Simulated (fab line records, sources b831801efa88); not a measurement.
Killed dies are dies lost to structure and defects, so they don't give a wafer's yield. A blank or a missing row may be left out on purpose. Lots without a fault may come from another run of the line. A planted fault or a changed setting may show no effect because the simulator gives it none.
Chamber matching | flow sky130 | SKY_FIELD_ISO_ETCH_17 on rie_si-01: 4 sister chambers
The step etches Si in HBr/Cl2/O2, target depth 342 nm, time 97.7 s. 16 wafers are shown with their chamber, then 8 later ones without.

WAFERS WITH THEIR CHAMBER
wafer  | chamber | drypump_motor_current_A (A) | run_length_s (s) | oes_product_au (a.u.)
L874.2 | 0       | 5.0                         | 125.8            | 0.998
L874.3 | 3       | 5.3                         | 125.2            | 1.005
L874.6 | 3       | 5.3                         | 125.5            | 1.013
L875.3 | 2       | 5.2                         | 126.1            | 1.007
L875.5 | 3       | 5.3                         | 125.2            | 1.011
L875.6 | 0       | 5.0                         | 126.0            | 0.999
L888.2 | 0       | 5.0                         | 125.9            | 1.008
L888.3 | 3       | 5.3                         | 125.2            | 1.014
L888.5 | 3       | 5.3                         | 125.3            | 1.016
L889.2 | 2       | 5.1                         | 125.6            | 1.009
L889.4 | 1       | 5.0                         | 126.1            | 0.999
L889.6 | 2       | 5.2                         | 125.8            | 1.006
L890.1 | 1       | 4.9                         | 126.0            | 1.002
L890.2 | 3       | 5.3                         | 125.3            | 1.009
L890.4 | 2       | 5.1                         | 125.8            | 1.007
L892.2 | 1       | 5.0                         | 126.2            | 1.003

SIGNATURES (means of the wafers above)
reading                 | chamber 0 | chamber 1 | chamber 2 | chamber 3 | scatter within a chamber
drypump_motor_current_A | 5.000     | 4.967     | 5.150     | 5.300     | 0.0373
run_length_s            | 125.900   | 126.100   | 125.825   | 125.283   | 0.14
oes_product_au          | 1.00167   | 1.00133   | 1.00725   | 1.01133   | 0.00355
Rule: a wafer's distance from a chamber is the root of the sum, over the readings, of the square of ((its reading less the chamber's mean) divided by the reading's scatter). The wafer belongs to the nearest chamber; if the next one is less than 2 further off, it can't be placed. The scatter: the root of (the sum of the squares of (reading less its chamber's mean) over the shown wafers, divided by (wafers less chambers)).

WAFERS WITHOUT THEIR CHAMBER
wafer  | drypump_motor_current_A (A) | run_length_s (s) | oes_product_au (a.u.)
L892.4 | 5.3                         | 126.1            | 1.012
L892.6 | 5.0                         | 125.9            | 0.988
L894.1 | 5.0                         | 125.9            | 1.002
L894.3 | 5.1                         | 125.9            | 1.001
L894.4 | 5.3                         | 125.3            | 1.006
L896.1 | 5.3                         | 125.5            | 1.005
L896.3 | 5.0                         | 126.0            | 1.010
L896.4 | 5.0                         | 126.2            | 1.001

WHICH CHAMBER EACH WENT THROUGH
wafer  | from the rows above          | in truth
L892.4 | can't be placed: 2 or 3      | 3
L892.6 | can't be placed: 0 or 1      | 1
L894.1 | can't be placed: 0 or 1      | 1
L894.3 | can't be placed: 2 or 0 or 1 | 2
L894.4 | 3                            | 3
L896.1 | 3                            | 3
L896.3 | can't be placed: 0 or 1 or 2 | 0
L896.4 | can't be placed: 1 or 0      | 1
Placed correctly: 2 of 8. Can't be placed from these rows: 6 (the true chamber is among the candidates in 6). Placed wrongly: 0.
